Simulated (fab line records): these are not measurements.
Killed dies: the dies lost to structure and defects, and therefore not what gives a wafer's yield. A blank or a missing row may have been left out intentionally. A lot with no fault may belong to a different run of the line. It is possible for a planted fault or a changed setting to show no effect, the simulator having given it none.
2 desks, one fault	flow gf180mcu	what lay behind the numbers comes last; until then each desk has only its own

## THE METROLOGY DESK
Lot by lot, what the gauges showed, no matter which tool ran the lot: averages of those sampled wafers that carry a number. The brackets show how far a lot's mean lies from the usual mean; more than 4 standard deviations puts the lot out of limits, marked OUT.
Columns: A = cdNm at GF_HV_LDD_CD_MEAS_31, usual 399.9 nm; B = HV_LDD_02_OVL at GF_HV_LDD_OVL_MEAS_32, usual 0.5 nm
lot	first seen here	A	B
L465	day 11 16:18	402.8	-1.1
L472	day 13 22:34	398.0	0.2
L481	day 16 19:37	400.1	-0.4
L482	day 17 04:42	397.7	-0.3
L483	day 17 08:36	398.7	1.4
L487	day 18 21:38	401.0	0.5
Result from this desk: across the 6 lots, nothing is out of limits.

## THE TOOL OWNER'S DESK: implanter-03
For each lot that ran on this tool, the mean over its sampled wafers that have a number, from the tool's own readings at GF_HV_LDD_IMPLANT_36. The brackets show how far a lot's mean lies from the usual mean; more than 4 standard deviations puts the lot out of limits, marked OUT.
Columns: A = beamEnergyKeV at GF_HV_LDD_IMPLANT_36, usual 60.002; B = doseIonsCm2 at GF_HV_LDD_IMPLANT_36, usual 7.501e+12; C = faradayCurrentUA at GF_HV_LDD_IMPLANT_36, usual 42.3
lot	first seen here	A	B	C
L465	day 11 16:55	59.974	7.493e+12	42.2
L472	day 13 23:10	60.011	7.502e+12	42.4
L481	day 16 20:13	60.009	8.091e+12 (+81) OUT	45.7
L482	day 17 05:19	59.995	8.086e+12 (+80) OUT	45.8
This desk finds L481, L482 out of limits, L481 being first, at day 16 20:13 (doseIonsCm2 at GF_HV_LDD_IMPLANT_36). Within limits: L465, L472.

## BROUGHT TOGETHER
On L481, L482, at day 16 20:13, an alarm was possible from the tool owner's desk.
From the metrology desk's view, nothing was out of limits.
The metrology desk has L481, L482 on record, within its limits.
All the named lots went through GF_HV_LDD_IMPLANT_36 on implanter-03.

## WHAT WAS PUT IN BY THE SIMULATOR
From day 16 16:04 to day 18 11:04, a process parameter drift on implanter-03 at GF_HV_LDD_IMPLANT_36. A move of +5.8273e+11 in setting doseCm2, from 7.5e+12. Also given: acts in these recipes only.
Struck lots among those shown: L481, L482.
Each desk's first reading out of limits, in hours after the fault started: the tool owner's desk, 4.
